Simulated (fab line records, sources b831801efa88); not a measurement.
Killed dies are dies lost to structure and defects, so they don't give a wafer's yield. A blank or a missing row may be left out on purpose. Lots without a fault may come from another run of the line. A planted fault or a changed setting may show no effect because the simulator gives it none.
Problem report in the 8D (eight disciplines) form, filled by code | flow sky130 | the parts of the form that need people (team, actions taken, sign-off) are left out

1. THE PROBLEM
RES_XHIGH_TW at SKY_RES_XHIGH_TW_MEAS_09 reads a mean of 1535 on 6 wafers of 2 lots; wafers without a fault read 1640 with a standard deviation of 8.6. That is -12 standard deviations from the usual mean.
First seen on wafer L288.1, day 31 10:32, on film_metro-01. The record holds 30 wafers of 10 lots with a number at this step. Rule for "out", or "out of limits": more than 4 standard deviations from the usual mean. The other wafers with a number count as sound.

2. WHAT IT IS AND WHAT IT IS NOT
question                    | is                           | is not
which readings at this step | RES_XHIGH_TW                 | -
which lots                  | L288, L289                   | L275, L278, L281, L282, L292, L293, L294, L296
which wafers of those lots  | all that have a number       | -
read on which gauges        | film_metro-01, film_metro-02 | film_metro-03
when                        | from day 31 10:32            | up to then (12 sound wafers); but 12 sound wafers of L292, L293, L294, L296 came after

3. SUSPECTS, AND WHAT RULES EACH OUT
Counting: a tool at a process step up to the reading stays a suspect if it ran every lot that is out and no sound lot after the first of them.
- the gauge at SKY_RES_XHIGH_TW_MEAS_09: ruled out. The wafers that are out were read on 2 gauges (film_metro-01, film_metro-02).
- implanter-01 at SKY_RES_XHIGH_IMPLANT_07: kept. It ran every lot that is out, first L288 (day 31 10:17), and no sound lot after that; its last sound lot up to then is L281 (day 29 05:52). Its own readings are out on those wafers: beam_on_s, faraday_current_uA.
- plasma_asher-02 at SKY_RES_XHIGH_STRIP_08 (strips in O2/N2): ruled out as a lasting fault. Sound lots L293 ran on it after its first lot that is out, L288 (day 31 10:26).
Left after counting: implanter-01 at SKY_RES_XHIGH_IMPLANT_07.

4. THE CAUSE (what the simulator had put in)
Process parameter drift: implanter-01, from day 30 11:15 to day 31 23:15, at SKY_RES_XHIGH_IMPLANT_07. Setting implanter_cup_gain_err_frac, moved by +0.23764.
Counting left only this tool.

5. THE CHAIN OF EFFECTS, in route order
Each row: a reading whose mean over the struck wafers that have a number lies more than 3 standard deviations from the usual. Only readings for which the record gives a usual standard deviation are gone through. hours: the time from each lot's start at the first step in this table that gives one to its start at this step, as a median over the lots. sigmas: the change in usual standard deviations.
hours | step                     | reading            | usual        | on struck wafers | change | sigmas
0     | SKY_RES_XHIGH_IMPLANT_07 | beam_on_s          | 42.6 s       | 33.0             | -9.6   | -6.0
0     | SKY_RES_XHIGH_IMPLANT_07 | faraday_current_uA | 477          | 615              | +138   | +7.3
0     | SKY_RES_XHIGH_TW_MEAS_09 | RES_XHIGH_TW       | 1640         | 1535             | -105   | -12
29    | SKY_SD_N_RS_MEAS_18      | RES_XHIGH_RS       | 332.9 ohm/sq | 392.8            | +59.9  | +50
The process steps in it:
- SKY_RES_XHIGH_IMPLANT_07

6. WHAT WOULD HAVE CAUGHT IT SOONER
In this record the first reading out of limits at a measuring or inspecting step was taken at day 31 10:32, 23 hours after the fault began at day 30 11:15.
The tool's own readings at SKY_RES_XHIGH_IMPLANT_07 were out on every struck wafer that the step has a row for (beam_on_s, faraday_current_uA): an alarm limit on them would have fired on the first of those.
Of the lots that are out (2), L289 began SKY_RES_XHIGH_IMPLANT_07 on implanter-01 after day 31 10:32. A hold on the tool at that time would have spared it.
